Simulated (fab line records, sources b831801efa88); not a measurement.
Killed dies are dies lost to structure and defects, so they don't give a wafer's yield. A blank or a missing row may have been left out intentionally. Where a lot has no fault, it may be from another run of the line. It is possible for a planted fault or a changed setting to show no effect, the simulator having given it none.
Comparing a struck lot with a sound one :: flow sky130 :: 15 out of 708 route steps
Sound: wafers L485.2, L485.5, L485.6. Struck: wafers L478.2, L478.3, L478.4. Last of all comes the cause.
Per side, at each step with rows, come the tool, then ch with its chambers, and then its first start. Under that, the readings that differ: sound wafers :: struck wafers :: difference of the means :: sigmas: that difference in standard deviations of wafers without a fault.
alike: readings whose means differ by less than 2 such deviations, and words and numbers that are the same on both sides. not compared: withheld readings, readings that some wafer has no value for, bounds like >300 that may hide the same value, and numbers for which the record gives no deviation and whose values overlap.
A row with sigmas, a row that says differs or no value, or rows on one side alone: a step with any of these is where the two part. Non-overlapping numbers with no deviation appear without sigmas and do not part them. Lack of a reading on every wafer of one side parts them only where that side has two or more wafers.

first, 4 steps without rows for these wafers: SKY_FIELD_ISO_SOFTBAKE_09 (time 90 s); SKY_FIELD_ISO_EXPOSE_10 (exposes mask FOM, target cd 150 nm); SKY_FIELD_ISO_PEB_11; SKY_FIELD_ISO_DEVELOP_12 (develop time 60 s).
SKY_FIELD_ISO_CD_MEAS_13: target cd 150 nm.
  sound on cd sem-02, day 6 06:51; struck on cd sem-02, day 4 18:53
  alike: cd nm
SKY_FIELD_ISO_ETCH_14: etches BARC in N2/H2, stops on SiO2, time 45.9 s, target depth 60 nm.
  sound on rie diel-03 ch 0,1,3, day 6 06:57; struck on rie diel-01 ch 1,2,3, day 4 18:59
  alike: bias w, chamber pressure mTorr, drypump motor current A, oes product au, rf fwd power W, throttle valve pct
  not compared: rf hours counter h
SKY_FIELD_ISO_ETCH_15: etches the open film in CHF3/O2, stops on Si, target depth 180 nm, time 72 s.
  sound on rie diel-03 ch 0,1,3, day 6 06:59; struck on rie diel-01 ch 1,2,3, day 4 19:01
  alike: O2_flow_sccm, bias w, chamber pressure mTorr, drypump motor current A, oes product au, rf fwd power W, throttle valve pct
  not compared: rf hours counter h
SKY_FIELD_ISO_STRIP_16: strips in O2/N2.
  sound on plasma asher-04 ch 0,1, day 6 07:03; struck on plasma asher-03 ch 0,1, day 4 19:05
  alike: chamber pressure mTorr, drypump motor current A, oes product au, strip time to endpoint s
  not compared: rf hours counter h
SKY_FIELD_ISO_ETCH_17: etches Si in HBr/Cl2/O2, target depth 342 nm, time 97.7 s.
  sound on rie si-02 ch 1,2,3, day 6 07:09; struck on rie si-02 ch 1,2,3, day 4 19:11
  alike: HBr_flow_sccm, O2_flow_sccm, bias w, chamber pressure mTorr, drypump motor current A, oes product au, rf fwd power W, throttle valve pct
  not compared: rf hours counter h
then, 3 steps without rows for these wafers: SKY_FIELD_ISO_WET_ETCH_18 (etches Si3N4 in H3PO4, target depth 25 nm, time 286 s); SKY_FIELD_ISO_CLEAN_19 (cleans in SC1/SC2, time 150 s); SKY_FIELD_ISO_CLEAN_20 (cleans in dHF, time 20 s).
SKY_FIELD_ISO_WET_ETCH_21: etches SiO2 in dHF, target depth 20 nm, time 400 s.
  sound on wet bench-01 ch 0, day 6 07:22; struck on wet bench-01 ch 2, day 4 19:24
  no value came back on the struck wafers for bath heat duty pct (%), run length s (s); on the sound wafers bath heat duty pct (%) reads 7.4 7.3 7.4
then, 1 step without rows for these wafers: SKY_FIELD_ISO_OXIDATION_22 (stabilise 600 s, purge 300 s, target thk 10 nm).
-- record jumps: 44 days separate the struck wafers' starts on either side; left off in module FIELD_ISO, taken up again in module PAD_OPEN, whose first shown step is the route's number 708 --
SKY_PAD_OPEN_PROBE_99:
  sound on prober-01, day 50 07:34; struck on prober-02, day 48 21:28
  alike: killed_at_M0_to_M3, killed_at_M4_up, killed at contacts, killed at front end, killed at other, killed dies, killed open, killed short

WHERE THEY PART
Within this record, at SKY_FIELD_ISO_WET_ETCH_21 only. Later steps at which nothing parts them and some readings are alike: SKY_PAD_OPEN_PROBE_99.

WHY: what had been put in by the simulator
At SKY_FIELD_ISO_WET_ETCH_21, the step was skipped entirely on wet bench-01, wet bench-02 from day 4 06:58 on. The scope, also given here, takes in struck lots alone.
